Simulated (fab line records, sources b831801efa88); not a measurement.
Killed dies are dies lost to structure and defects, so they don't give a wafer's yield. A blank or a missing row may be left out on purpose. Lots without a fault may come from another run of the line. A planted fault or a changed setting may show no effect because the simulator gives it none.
One fault seen from 2 desks | flow sky130 | each desk has only its own numbers; what lay behind them comes last

THE TOOL OWNER'S DESK: rie_diel-03
The tool's own readings at SKY_CONTACT_ETCH_18 (etches Si3N4 in CHF3/O2, stops on TiN, time 39 s, target depth 75 nm): means of the sampled wafers that have a number, for each lot that ran on this tool. A lot is out of limits, marked OUT, if its mean lies more than 4 standard deviations from the usual mean; the brackets give that distance.
Columns: A = bias_w at SKY_CONTACT_ETCH_18, usual 200.0 W; B = drypump_motor_current_A at SKY_CONTACT_ETCH_18, usual 5.6 A; C = oes_product_au at SKY_CONTACT_ETCH_18, usual 0.855 a.u.; D = throttle_valve_pct at SKY_CONTACT_ETCH_18, usual 8.793 %
lot  | first seen here | A               | B   | C     | D
L353 | day 32 05:00    | 199.9           | 6.0 | 0.854 | 8.793
L360 | day 34 14:00    | 235.8 (+64) OUT | 5.4 | 0.846 | 8.787
L369 | day 37 06:00    | 199.3           | 5.9 | 0.869 | 8.803
L370 | day 37 17:00    | 200.0           | 5.4 | 0.854 | 8.799
L371 | day 37 22:00    | 200.3           | 5.2 | 0.853 | 8.782
L373 | day 38 13:00    | 200.1           | 5.1 | 0.844 | 8.789
This desk's finding: out of limits on L360; first on L360, day 34 14:00 (bias_w at SKY_CONTACT_ETCH_18). In limits: L353, L369, L370, L371, L373.

THE METROLOGY DESK
What the gauges read, lot by lot, whatever tool the lot ran on: means of the sampled wafers that have a number. A lot is out of limits, marked OUT, if its mean lies more than 4 standard deviations from the usual mean; the brackets give that distance.
Columns: A = VIA2_W_THK at SKY_VIA2_THK_MEAS_23, usual 426 nm
lot  | first seen here | A
L353 | day 36 20:46    | 427
L360 | day 39 03:58    | 429
L364 | day 40 08:58    | 425
L365 | day 40 14:29    | 434
L366 | day 40 21:50    | 425
L368 | day 41 14:28    | 434
L369 | day 41 17:20    | 434
L370 | day 42 03:01    | 418
L371 | day 42 10:42    | 417
L372 | day 42 12:13    | 419
L373 | day 42 21:05    | 424
L374 | day 43 00:32    | 428
This desk's finding: nothing out of limits on any of the 12 lots.

PUT TOGETHER
The tool owner's desk could have raised an alarm at day 34 14:00, on L360.
The metrology desk saw nothing out of limits.
The metrology desk has L360 on record, within its limits.
Of the lots named, all ran SKY_CONTACT_ETCH_18 on rie_diel-03.

WHAT THE SIMULATOR HAD PUT IN
Process parameter drift: rie_diel-03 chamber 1, from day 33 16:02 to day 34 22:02, at SKY_CONTACT_ETCH_18. Setting bias_w, moved by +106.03, from 200. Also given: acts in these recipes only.
Lots struck among those shown: L360.
Hours from the fault's start to each desk's first reading out of limits: the tool owner's desk, 22.
